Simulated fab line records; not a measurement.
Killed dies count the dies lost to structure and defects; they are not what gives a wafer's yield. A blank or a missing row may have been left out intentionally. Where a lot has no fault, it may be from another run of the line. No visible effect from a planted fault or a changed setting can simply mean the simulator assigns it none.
fab line records -- flow sky130
record: lots: 6, wafers: 18, last-day: 49
route steps=708 shown SONOS_TUNNEL@156 SONOS_ONO@168 PAD_OPEN@708
lots untouched by any fault: they come from a run of this same line in which no faults occurred
start-h: hours from the record's opening day to when the first of the lot's shown wafers began -- wait-h: hours elapsed since this lot's preceding step -- " the same as in the row above -- L1.1+2: a row that stands for several wafers -- - value missing, or start not given -- * or withheld: withheld -- < > ~ a bound
route shown NAME@n: names a module that has steps shown in the file, with the first one's number in the route -- usual: mean and standard deviation over wafers with no fault -- same: alike in all rows -- chamber/n: place in a boat -- sites: per-site readings -- _std_site: the standard deviation of these -- _edge_site: outer sites' mean less inner sites' -- radius-mm: for every site, how far away it sits from the centre of the wafer -- mask NAME#n: copy n -- behind: the most recent tool/chamber to have shaped the wafer -- hold: why the lot was held/for how many hours/how that ended -- device: the n, p or np transistor that did not switch -- end of line: tests run on the same wafers once the route is complete -- where a step has no rows: the recipe by itself -- killed: count of dies lost to structure and defects at first sort (not the wafer's yield) -- map: the dies of a wafer, with x for killed, . for not killed, _ for no die there
set.NAME: setting as actually run; set.NAME@STEP: the setting as run at that earlier step -- model.NAME: the simulator's own value behind a step, which no gauge read
a table for each step, a row for each wafer; lots at some steps of the route
services: a tool's chamber out of use, with start hour (start-h, from the record's first day; less than 0 if before it), hours out, and reason
== steps ==
step: SKY_SONOS_TUNNEL_COAT_02
recipe: resist: NOVOLAK, spin-rpm: 3000, resist-thk-nm: 1140
step: SKY_SONOS_TUNNEL_SOFTBAKE_03
recipe: temp-c: 90, time-s: 60, resist: NOVOLAK
step: SKY_SONOS_TUNNEL_EXPOSE_04
recipe: mask-id: TUNM, na: 0.6, source-shape: conventional, sigma-outer: 0.6, polarization: unpolarized, target-cd-nm: 410, dose-mj: 136
step: SKY_SONOS_TUNNEL_PEB_05
recipe: temp-c: withheld, time-s: *, resist: NOVOLAK
step: SKY_SONOS_TUNNEL_DEVELOP_06
recipe: resist: NOVOLAK, developer: TMAH, develop-time-s: 60, dev-temp-c: 23
step: SKY_SONOS_TUNNEL_CD_MEAS_07
recipe: target-cd-nm: 410
usual: cd-nm: 409.9/2.1
lot.wafer,tool,chamber,start-h,wait-h,cd-nm
L441.1,cd-sem-02,-,253.58,0.1,409.1
L441.4,cd-sem-02,-,253.58,0.1,410.5
L441.6,cd-sem-02,-,253.58,0.1,408.0
L443.4,cd-sem-02,-,270.75,0.1,406.6
L443.5,cd-sem-02,-,270.75,0.1,407.5
L443.6,cd-sem-02,-,270.75,0.1,406.3
L451.2,cd-sem-01,-,333.91,0.1,409.1
L451.3,cd-sem-01,-,333.91,0.1,407.9
L451.6,cd-sem-01,-,333.91,0.1,409.3
L452.1,cd-sem-01,-,340.34,0.1,412.8
L452.3,cd-sem-01,-,340.34,0.1,408.9
L452.4,cd-sem-01,-,340.34,0.1,410.1
L453.1,cd-sem-02,-,346.78,0.1,411.4
L453.2,cd-sem-02,-,346.78,0.1,411.6
L453.4,cd-sem-02,-,346.78,0.1,410.8
L458.2,cd-sem-01,-,386.95,0.1,409.9
L458.5,cd-sem-01,-,386.95,0.1,411.4
L458.6,cd-sem-01,-,386.95,0.1,411.2
step: SKY_SONOS_TUNNEL_OVL_MEAS_08
usual: SONOS_TUNNEL_OVL: -1.0/1.2
lot.wafer,tool,chamber,start-h,wait-h,SONOS_TUNNEL_OVL[nm]
L441.1,overlay-02,-,253.70,0.1,-2.5
L441.4,overlay-02,-,253.70,0.1,-4.1
L441.6,overlay-02,-,253.70,0.1,-2.0
L443.4,overlay-01,-,270.83,0.1,0.0
L443.5,overlay-01,-,270.83,0.1,-2.1
L443.6,overlay-01,-,270.83,0.1,-1.5
L451.2,overlay-02,-,334.02,0.1,-1.6
L451.3,overlay-02,-,334.02,0.1,0.1
L451.6,overlay-02,-,334.02,0.1,-0.8
L452.1,overlay-01,-,340.46,0.1,-0.8
L452.3,overlay-01,-,340.46,0.1,-0.6
L452.4,overlay-01,-,340.46,0.1,-2.4
L453.1,overlay-02,-,346.90,0.1,-2.2
L453.2,overlay-02,-,346.90,0.1,-2.9
L453.4,overlay-02,-,346.90,0.1,-2.8
L458.2,overlay-02,-,387.06,0.1,-1.2
L458.5,overlay-02,-,387.06,0.1,-1.2
L458.6,overlay-02,-,387.06,0.1,-2.1
step: SKY_SONOS_TUNNEL_IMPLANT_09
recipe: species: B, energy-kev: 20, dose-cm2: 1e+12, tilt-deg: withheld
step: SKY_SONOS_TUNNEL_WET_ETCH_10
recipe: chemistry: dHF, target-depth-nm: 14, target: SiO2, dilution: 100:1, temp-c: 25, time-s: 280
step: SKY_SONOS_TUNNEL_STRIP_11
recipe: chemistry: SPM, time-s: 600, temp-c: 130
step: SKY_SONOS_TUNNEL_TW_MEAS_12
usual: SONOS_TUNNEL_TW: 196.7/2.2
lot.wafer,tool,chamber,start-h,wait-h,SONOS_TUNNEL_TW
L441.1,film-metro-03,-,254.16,0.0,198.1
L441.4,film-metro-03,-,254.16,0.0,198.2
L441.6,film-metro-03,-,254.16,0.0,198.0
L443.4,film-metro-04,-,271.29,0.0,200.5
L443.5,film-metro-04,-,271.29,0.0,199.4
L443.6,film-metro-04,-,271.29,0.0,198.8
L451.2,film-metro-04,-,334.47,0.0,200.6
L451.3,film-metro-04,-,334.47,0.0,200.3
L451.6,film-metro-04,-,334.47,0.0,200.3
L452.1,film-metro-04,-,340.91,0.0,198.9
L452.3,film-metro-04,-,340.91,0.0,200.0
L452.4,film-metro-04,-,340.91,0.0,199.4
L453.1,film-metro-03,-,347.37,0.0,196.7
L453.2,film-metro-03,-,347.37,0.0,196.6
L453.4,film-metro-03,-,347.37,0.0,198.4
L458.2,film-metro-01,-,387.51,0.0,194.2
L458.5,film-metro-01,-,387.51,0.0,194.6
L458.6,film-metro-01,-,387.51,0.0,193.0
step: SKY_SONOS_TUNNEL_CLEAN_13
recipe: chemistry: dHF, time-s: 20, dilution: 100:1, dry: ipa-marangoni
step: SKY_SONOS_ONO_OXIDATION_00
recipe: temp-c: 800, ambient: O2, idle-temp-c: 700, ramp-up-c-per-min: 10, ramp-down-c-per-min: 3, stabilise-s: 600, purge-s: 300, target-thk-a: 26, ox-time-s: 1249
usual: spike-tc-centre-C: 800.3/0.86, spike-tc-lower-C: 800.7/1.1, spike-tc-top-C: 810.7/2.6, spike-tc-upper-C: 798.6/1.2
lot.wafer,tool,chamber,start-h,wait-h,spike-tc-centre-C,spike-tc-lower-C,spike-tc-top-C,spike-tc-upper-C,model.SiO2_of_SONOS_ONO_OXIDATION_00.thk-nm
L441.1,furnace-02,0,255.22,1.0,798.9,801.4,807.9,797.6,2.595
L441.4,furnace-02,0,255.22,1.0,799.6,801.3,807.4,797.7,2.616
L441.6,furnace-02,0,255.22,1.0,799.2,799.0,809.8,799.6,2.591
L443.4,furnace-01,0,271.63,0.3,801.6,802.5,812.8,800.7,2.631
L443.5,furnace-01,0,271.63,0.3,800.0,803.0,811.4,799.5,2.646
L443.6,furnace-01,0,271.63,0.3,801.2,801.6,813.6,800.2,2.649
L451.2,furnace-01,0,334.53,0.0,809.9,808.3,821.2,807.4,2.943
L451.3,furnace-01,0,334.53,0.0,809.3,809.7,820.6,807.7,2.977
L451.6,furnace-01,0,334.53,0.0,808.0,809.2,821.1,805.6,2.898
L452.1,furnace-01,0,343.09,2.1,807.8,807.9,820.0,807.0,2.921
L452.3,furnace-01,0,343.09,2.1,808.2,809.2,818.6,806.0,2.896
L452.4,furnace-01,0,343.09,2.1,808.7,810.6,819.1,810.0,2.895
L453.1,furnace-02,0,348.26,0.8,800.7,800.2,808.0,798.3,2.568
L453.2,furnace-02,0,348.26,0.8,800.6,800.4,805.6,800.0,2.518
L453.4,furnace-02,0,348.26,0.8,800.3,798.1,808.5,797.9,2.562
L458.2,furnace-02,0,388.58,1.0,800.5,800.4,807.1,797.1,2.618
L458.5,furnace-02,0,388.58,1.0,800.5,802.0,807.0,797.2,2.586
L458.6,furnace-02,0,388.58,1.0,800.7,801.4,807.4,798.7,2.598
step: SKY_SONOS_ONO_THK_MEAS_01
recipe: reads: SiO2_of_SONOS_ONO_OXIDATION_00
usual: SONOS_ONO_OXIDATION_THK: 2.59/0.056
lot.wafer,tool,chamber,start-h,wait-h,SONOS_ONO_OXIDATION_THK[nm]
L441.1,film-metro-04,-,256.57,0.0,2.55
L441.4,film-metro-04,-,256.57,0.0,2.62
L441.6,film-metro-04,-,256.57,0.0,2.54
L443.4,film-metro-02,-,273.01,0.0,2.62
L443.5,film-metro-02,-,273.01,0.0,2.62
L443.6,film-metro-02,-,273.01,0.0,2.62
L451.2,film-metro-04,-,335.89,0.0,2.94
L451.3,film-metro-04,-,335.89,0.0,3.00
L451.6,film-metro-04,-,335.89,0.0,2.88
L452.1,film-metro-04,-,344.44,0.0,2.93
L452.3,film-metro-04,-,344.44,0.0,2.91
L452.4,film-metro-04,-,344.44,0.0,2.91
L453.1,film-metro-04,-,349.61,0.0,2.57
L453.2,film-metro-04,-,349.61,0.0,2.53
L453.4,film-metro-04,-,349.61,0.0,2.51
L458.2,film-metro-04,-,389.94,0.0,2.59
L458.5,film-metro-04,-,389.94,0.0,2.55
L458.6,film-metro-04,-,389.94,0.0,2.59
step: SKY_SONOS_ONO_CVD_02
recipe: material: Si3N4, precursor: DCS/NH3, target-thk-nm: 10.5, temp-c: 770, time-s: 180, pressure-mtorr: 250
step: SKY_PAD_OPEN_PROBE_99
usual: killed_at_M0_to_M3: 44/7.2, killed_at_M4_up: 3.0/1.9, killed-at-contacts: 25/4.8, killed-at-front-end: 16/4.2, killed-at-other: 0.2/0.44, killed-dies: 88/9.3, killed-open: 48/7.1, killed-short: 40/6.5
same: gross-dies: 492, killed-at-back-side: 0
lot.wafer,tool,chamber,start-h,wait-h,killed_at_M0_to_M3,killed_at_M4_up,killed-at-contacts,killed-at-front-end,killed-at-other,killed-dies,killed-open,killed-short,model.etest.sonos-erased.drive-ua-um,model.etest.cap-ono.gate-log10-a-cm2,model.etest.sonos-erased.vt-v,model.etest.cap-ono.tox-acc-nm,model.etest.sonos-programmed.vt-v,model.etest.sonos-baked.vt-less-v
L441.1,prober-01,-,1076.11,0.1,55,2,26,18,0,101,58,43,155.5,-8.07,-2.223,12.96,1.41,-0.4721
L441.4,prober-01,-,1076.26,0.2,44,2,23,17,0,86,57,29,165.3,-8.191,-2.201,13.02,1.404,-0.4872
L441.6,prober-01,-,1076.36,0.2,41,1,26,21,0,89,47,42,187.9,-7.896,-2.292,12.89,1.459,-0.5355
L443.4,prober-01,-,1086.81,0.2,35,1,21,10,1,68,40,28,188,-7.861,-2.309,12.81,1.508,-0.5206
L443.5,prober-01,-,1086.86,0.2,21,3,29,19,0,72,38,34,210.9,-7.854,-2.335,12.81,1.482,-0.5077
L443.6,prober-01,-,1086.91,0.2,49,3,34,19,0,105,55,50,186.8,-7.942,-2.286,12.81,1.492,-0.5103
L451.2,prober-01,-,1138.53,0.1,35,3,16,20,0,74,44,30,141.8,-8.683,-1.796,13.45,1.2,-0.3093
L451.3,prober-01,-,1138.58,0.2,45,3,18,19,0,85,44,41,122.4,-8.709,-1.719,13.5,1.186,-0.3158
L451.6,prober-01,-,1138.73,0.2,37,4,13,12,0,66,29,37,145.3,-8.664,-1.86,13.45,1.262,-0.3843
L452.1,prober-02,-,1143.40,0.1,41,3,31,17,0,92,44,48,145.3,-8.48,-1.917,13.31,1.31,-0.3849
L452.3,prober-02,-,1143.50,0.2,44,4,27,21,0,96,54,42,155.9,-8.252,-1.995,13.17,1.373,-0.4096
L452.4,prober-02,-,1143.55,0.2,43,0,27,16,1,87,58,29,159.7,-8.336,-1.98,13.22,1.366,-0.3826
L453.1,prober-01,-,1143.98,0.1,43,1,30,12,0,86,51,35,184.3,-7.931,-2.299,12.85,1.476,-0.482
L453.2,prober-01,-,1144.03,0.1,31,3,25,19,0,78,42,36,184.6,-7.944,-2.283,12.91,1.405,-0.5382
L453.4,prober-01,-,1144.13,0.2,49,2,30,30,1,112,62,50,182.2,-8.036,-2.254,12.94,1.44,-0.523
L458.2,prober-02,-,1170.05,0.1,42,3,37,25,0,107,64,43,176.6,-8.274,-2.162,13.13,1.353,-0.4431
L458.5,prober-02,-,1170.20,0.2,40,4,23,15,0,82,30,52,177.8,-8.018,-2.25,12.9,1.417,-0.4819
L458.6,prober-02,-,1170.25,0.2,47,2,17,15,0,81,39,42,161.3,-7.981,-2.227,12.96,1.441,-0.4705
killed by level:class
L441.1 VIA1:geometric-particle:open=19 LI_CONTACT:geometric-particle:open=9 VIA1:geometric-particle:short=8 VIA3:geometric-particle:open=7 FIELD_ISO:geometric-particle:open=6 METAL2:geometric-particle:short=6 POLY_GATE:geometric-particle:open=5 CONTACT:geometric-particle:open=5
L441.4 CONTACT:geometric-particle:open=14 VIA1:geometric-particle:open=14 METAL2:geometric-particle:short=7 VIA2:geometric-particle:open=7 POLY_GATE:geometric-particle:open=6 VIA3:geometric-particle:open=6 CONTACT:geometric-particle:short=5 FIELD_ISO:geometric-particle:short=4
L441.6 METAL1:geometric-particle:short=10 CONTACT:geometric-particle:open=8 LI_CONTACT:geometric-particle:open=7 FIELD_ISO:geometric-particle:open=6 VIA2:geometric-particle:open=6 VIA1:geometric-particle:open=6 VIA1:geometric-particle:short=6 POLY_GATE:geometric-particle:short=5
L443.4 CONTACT:geometric-particle:open=9 VIA1:geometric-particle:open=7 METAL2:geometric-particle:short=7 CONTACT:geometric-particle:short=6 VIA2:geometric-particle:open=6 VIA3:geometric-particle:open=4 POLY_GATE:geometric-particle:open=3 METAL1:geometric-particle:short=3
L443.5 CONTACT:geometric-particle:open=10 LI_CONTACT:geometric-particle:open=8 LOCAL_INTERCONNECT:geometric-particle:short=6 FIELD_ISO:geometric-particle:short=5 POLY_GATE:geometric-particle:short=5 POLY_CUT:geometric-particle:open=4 METAL2:geometric-particle:short=4 FIELD_ISO:geometric-particle:open=3
L443.6 CONTACT:geometric-particle:open=11 VIA1:geometric-particle:open=10 CONTACT:geometric-particle:short=9 METAL2:geometric-particle:short=8 LI_CONTACT:geometric-particle:open=6 VIA3:geometric-particle:open=6 VIA2:geometric-particle:short=5 VIA2:geometric-particle:open=5
L451.2 POLY_GATE:geometric-particle:open=8 VIA1:geometric-particle:open=8 LI_CONTACT:geometric-particle:open=7 VIA3:geometric-particle:open=7 POLY_GATE:geometric-particle:short=6 CONTACT:geometric-particle:open=5 METAL1:geometric-particle:short=5 VIA2:geometric-particle:open=5
L451.3 VIA1:geometric-particle:open=11 VIA2:geometric-particle:open=9 CONTACT:geometric-particle:open=8 METAL1:geometric-particle:short=7 FIELD_ISO:geometric-particle:open=5 VIA1:geometric-particle:short=5 FIELD_ISO:geometric-particle:short=4 LOCAL_INTERCONNECT:geometric-particle:short=4
L451.6 METAL1:geometric-particle:short=7 VIA3:geometric-particle:open=5 VIA2:geometric-particle:open=5 POLY_GATE:geometric-particle:open=4 VIA1:geometric-particle:short=4 VIA1:geometric-particle:open=4 VIA2:geometric-particle:short=4 METAL3:geometric-particle:short=4
L452.1 VIA1:geometric-particle:open=11 CONTACT:geometric-particle:open=11 CONTACT:geometric-particle:short=7 METAL1:geometric-particle:short=6 FIELD_ISO:geometric-particle:open=5 LOCAL_INTERCONNECT:geometric-particle:short=5 METAL2:geometric-particle:short=5 FIELD_ISO:geometric-particle:short=4
L452.3 CONTACT:geometric-particle:open=12 VIA3:geometric-particle:open=7 FIELD_ISO:geometric-particle:open=6 CONTACT:geometric-particle:short=6 METAL2:geometric-particle:short=6 VIA1:geometric-particle:open=6 POLY_GATE:geometric-particle:open=5 VIA1:geometric-particle:short=5
L452.4 CONTACT:geometric-particle:open=11 VIA3:geometric-particle:open=9 VIA1:geometric-particle:open=8 FIELD_ISO:geometric-particle:open=7 POLY_GATE:geometric-particle:open=5 LI_CONTACT:geometric-particle:open=5 CONTACT:geometric-particle:short=5 VIA2:geometric-particle:open=5
L453.1 CONTACT:geometric-particle:open=12 VIA1:geometric-particle:open=9 LI_CONTACT:geometric-particle:open=8 VIA2:geometric-particle:open=6 VIA2:geometric-particle:short=5 METAL2:geometric-particle:short=5 FIELD_ISO:geometric-particle:short=4 VIA1:geometric-particle:short=4
L453.2 CONTACT:geometric-particle:open=8 LI_CONTACT:geometric-particle:open=7 VIA1:geometric-particle:open=6 FIELD_ISO:geometric-particle:open=5 FIELD_ISO:geometric-particle:short=5 METAL1:geometric-particle:short=5 VIA3:geometric-particle:short=5 LOCAL_INTERCONNECT:geometric-particle:short=4
L453.4 VIA1:geometric-particle:open=12 POLY_GATE:geometric-particle:short=11 LI_CONTACT:geometric-particle:open=10 FIELD_ISO:geometric-particle:open=9 CONTACT:geometric-particle:open=9 VIA3:geometric-particle:open=7 METAL2:geometric-particle:short=6 VIA2:geometric-particle:open=6
L458.2 CONTACT:geometric-particle:open=16 LI_CONTACT:geometric-particle:open=10 VIA1:geometric-particle:open=9 FIELD_ISO:geometric-particle:short=8 POLY_GATE:geometric-particle:open=8 VIA2:geometric-particle:open=8 LOCAL_INTERCONNECT:geometric-particle:short=6 METAL3:geometric-particle:short=5
L458.5 CONTACT:geometric-particle:short=9 VIA2:geometric-particle:open=7 VIA3:geometric-particle:open=7 VIA1:geometric-particle:short=6 LOCAL_INTERCONNECT:geometric-particle:short=6 FIELD_ISO:geometric-particle:short=5 LI_CONTACT:geometric-particle:open=5 METAL1:geometric-particle:short=5
L458.6 VIA1:geometric-particle:open=8 VIA3:geometric-particle:open=7 METAL1:geometric-particle:short=6 METAL2:geometric-particle:short=6 VIA2:geometric-particle:open=6 LI_CONTACT:geometric-particle:open=5 POLY_GATE:geometric-particle:short=4 LOCAL_INTERCONNECT:geometric-particle:short=4
== services ==
tool,chamber,start-h,hours,kind
furnace-01,-,253.32,4.2,pm
furnace-01,-,283.35,1.2,repair
== key ==
first-sign: step: SKY_SONOS_ONO_OXIDATION_00, reading: spike-tc-centre-C, direction: up, sigmas: 9.7, usual: 800.3, struck: 808.7
effect: step: SKY_SONOS_ONO_OXIDATION_00, reading: spike-tc-lower-C, direction: up, sigmas: 7.7, usual: 800.7, struck: 809.1
effect: step: SKY_SONOS_ONO_THK_MEAS_01, reading: SONOS_ONO_OXIDATION_THK, direction: up, sigmas: 6, usual: 2.59, struck: 2.93
model-effect: step: SKY_SONOS_ONO_OXIDATION_00, value: SiO2_of_SONOS_ONO_OXIDATION_00.thk-nm, without: 2.609, struck: 2.922
model-effect: step: SKY_PAD_OPEN_PROBE_99, value: etest.sonos-erased.drive-ua-um, without: 178.3, struck: 145.1
met-at SKY_SONOS_ONO_OXIDATION_00
struck-wafers L451.2,L451.3,L451.6,L452.1,L452.3,L452.4
tester-left-out L451,L452
onset-between 271.63 334.53
fault: kind: process-parameter-drift, tool: furnace-01, chamber: -, onset-h: 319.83, steps: SKY_SONOS_ONO_OXIDATION_00, channel: temp-c, offset: *, shape: step, end-h: 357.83, acts-in: *, stated: *
tester-left-out: of these lots the tester's yield and bins aren't shown, on N5 and GAA mostly nor the transistor test; their killed dies are dies lost to structure and defects alone, not to doping, threshold or leakage, so they don't give the yield
